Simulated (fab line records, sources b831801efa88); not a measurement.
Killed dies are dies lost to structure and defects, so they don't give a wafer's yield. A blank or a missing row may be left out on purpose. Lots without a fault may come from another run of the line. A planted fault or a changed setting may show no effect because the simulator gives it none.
Problem report in the 8D (eight disciplines) form, filled by code | flow sky130 | the parts of the form that need people (team, actions taken, sign-off) are left out

1. THE PROBLEM
run_length_s at SKY_POLY_GATE_ETCH_16 reads a mean of 167.1 s on 2 wafers of 2 lots; wafers without a fault read 175.9 s with a standard deviation of 0.5. That is -18 standard deviations from the usual mean.
The step: etches Si3N4 in CH3F/O2, stops on poly-Si, time 147.5 s, target depth 75 nm.
First seen on wafer L596.1, day 20 13:52, on rie_diel-04. The record holds 39 wafers of 13 lots with a number at this step. Rule for "out", or "out of limits": more than 4 standard deviations from the usual mean. The other wafers with a number count as sound.

2. WHAT IT IS AND WHAT IT IS NOT
question                    | is                           | is not
which readings at this step | run_length_s, oes_product_au | drypump_motor_current_A, throttle_valve_pct
which lots                  | L596, L598                   | L585, L586, L588, L590, L591, L594, L601, L603, L605, L606, L607
which wafers of those lots  | L596.1, L598.6               | L596.4, L596.5, L598.4, L598.5
read on which tools         | rie_diel-04                  | rie_diel-02, rie_diel-03
when                        | from day 20 13:52            | up to then (20 sound wafers); but 17 sound wafers of L598, L601, L603, L605, L606, L607 came after

3. SUSPECTS, AND WHAT RULES EACH OUT
Counting: a tool at a process step up to the reading stays a suspect if it ran every lot that is out. Sound lots after the first of them don't rule it out here, since some wafers of a struck lot are sound.
- rie_diel-04 at SKY_POLY_GATE_ETCH_16 (etches Si3N4 in CH3F/O2, stops on poly-Si, time 147.5 s, target depth 75 nm): kept. It ran every lot that is out, first L596 (day 20 13:52); its last sound lot up to then is L590 (day 18 02:01). Its own readings are out on those wafers: oes_product_au, run_length_s.
Left after counting: rie_diel-04 at SKY_POLY_GATE_ETCH_16.

4. THE CAUSE (what the simulator had put in)
Process parameter drift: rie_diel-04, from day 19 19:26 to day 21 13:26, at SKY_POLY_GATE_ETCH_16. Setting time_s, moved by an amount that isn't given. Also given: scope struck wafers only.
Counting left only this tool.

5. THE CHAIN OF EFFECTS, in route order
Each row: a reading whose mean over the struck wafers that have a number lies more than 3 standard deviations from the usual. Only readings for which the record gives a usual standard deviation are gone through. hours: the time from each lot's start at the first step in this table that gives one to its start at this step, as a median over the lots. sigmas: the change in usual standard deviations.
hours | step                  | reading        | usual      | on struck wafers | change | sigmas
0     | SKY_POLY_GATE_ETCH_16 | oes_product_au | 0.640 a.u. | 0.670            | +0.030 | +5.3
0     | SKY_POLY_GATE_ETCH_16 | run_length_s   | 175.9 s    | 167.1            | -8.8   | -18
The process steps in it:
- SKY_POLY_GATE_ETCH_16: etches Si3N4 in CH3F/O2, stops on poly-Si, time 147.5 s, target depth 75 nm.

6. WHAT WOULD HAVE CAUGHT IT SOONER
In this record the first reading out of limits was taken at day 20 13:52, 18 hours after the fault began at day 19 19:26.
